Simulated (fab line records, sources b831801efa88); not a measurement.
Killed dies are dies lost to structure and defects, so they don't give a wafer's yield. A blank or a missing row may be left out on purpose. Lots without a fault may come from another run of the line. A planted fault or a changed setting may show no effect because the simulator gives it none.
One fault seen from 2 desks | flow sky130 | each desk has only its own numbers; what lay behind them comes last

THE TOOL OWNER'S DESK: plasma_asher-02
The tool's own readings at SKY_FIELD_ISO_STRIP_16 (strips in O2/N2): means of the sampled wafers that have a number, for each lot that ran on this tool. A lot is out of limits, marked OUT, if its mean lies more than 4 standard deviations from the usual mean; the brackets give that distance.
Columns: A = drypump_motor_current_A at SKY_FIELD_ISO_STRIP_16, usual 5.8 A; B = o2_flow_sccm at SKY_FIELD_ISO_STRIP_16, usual 3000 sccm; C = oes_product_au at SKY_FIELD_ISO_STRIP_16, usual 0.379 a.u.; D = strip_time_to_endpoint_s at SKY_FIELD_ISO_STRIP_16, usual 3.594 s
lot  | first seen here | A   | B    | C     | D
L349 | day 2 05:49     | 6.0 | 3001 | 0.376 | 3.530
L351 | day 2 16:01     | 6.0 | 3006 | 0.383 | 3.615
L357 | day 4 00:01     | 5.9 | 3006 | 0.373 | 3.582
L358 | day 4 04:04     | 6.0 | 3004 | 0.381 | 3.605
L362 | day 5 00:46     | 6.0 | 3009 | 0.381 | 3.602
L363 | day 5 06:01     | 5.9 | 2999 | 0.379 | 3.622
L364 | day 5 10:32     | 6.0 | 2995 | 0.382 | 3.990 (+14) OUT
L368 | day 6 08:28     | 5.9 | 2992 | 0.376 | 3.829 (+8.1) OUT
This desk's finding: out of limits on L364, L368; first on L364, day 5 10:32 (strip_time_to_endpoint_s at SKY_FIELD_ISO_STRIP_16). In limits: L349, L351, L357, L358, L362, L363.

THE METROLOGY DESK
What the gauges read, lot by lot, whatever tool the lot ran on: means of the sampled wafers that have a number. A lot is out of limits, marked OUT, if its mean lies more than 4 standard deviations from the usual mean; the brackets give that distance.
Columns: A = FIELD_ISO_CVD_24_THK at SKY_FIELD_ISO_THK_MEAS_25, usual 595 nm; B = GATE_OXIDE_OXIDATION_00_THK at SKY_GATE_OXIDE_THK_MEAS_02, usual 10.30 nm
lot  | first seen here | A   | B
L349 | day 2 08:43     | 601 | 10.45
L350 | day 2 10:59     | 592 | 10.33
L351 | day 2 19:43     | 593 | 10.29
L355 | day 3 15:53     | 596 | 10.64
L357 | day 4 01:52     | 597 | 10.01
L358 | day 4 06:14     | 598 | 10.38
L359 | day 4 11:34     | 593 | 9.99
L362 | day 5 02:55     | 602 | 10.29
L363 | day 5 08:23     | 591 | 10.01
L364 | day 5 13:01     | 599 | 10.21
L366 | day 5 23:41     | 597 | 10.60
L367 | day 6 05:13     | 597 | 10.64
L368 | day 6 10:46     | 590 | 10.40
This desk's finding: nothing out of limits on any of the 13 lots.

PUT TOGETHER
The tool owner's desk could have raised an alarm at day 5 10:32, on L364, L368.
The metrology desk saw nothing out of limits.
The metrology desk has L364, L368 on record, within its limits.
Of the lots named, all ran SKY_FIELD_ISO_STRIP_16 on plasma_asher-02.

WHAT THE SIMULATOR HAD PUT IN
Process parameter drift: plasma_asher-02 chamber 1, from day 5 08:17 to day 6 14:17, at SKY_FIELD_ISO_STRIP_16. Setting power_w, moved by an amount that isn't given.
Lots struck among those shown: L364, L368.
Hours from the fault's start to each desk's first reading out of limits: the tool owner's desk, 2.
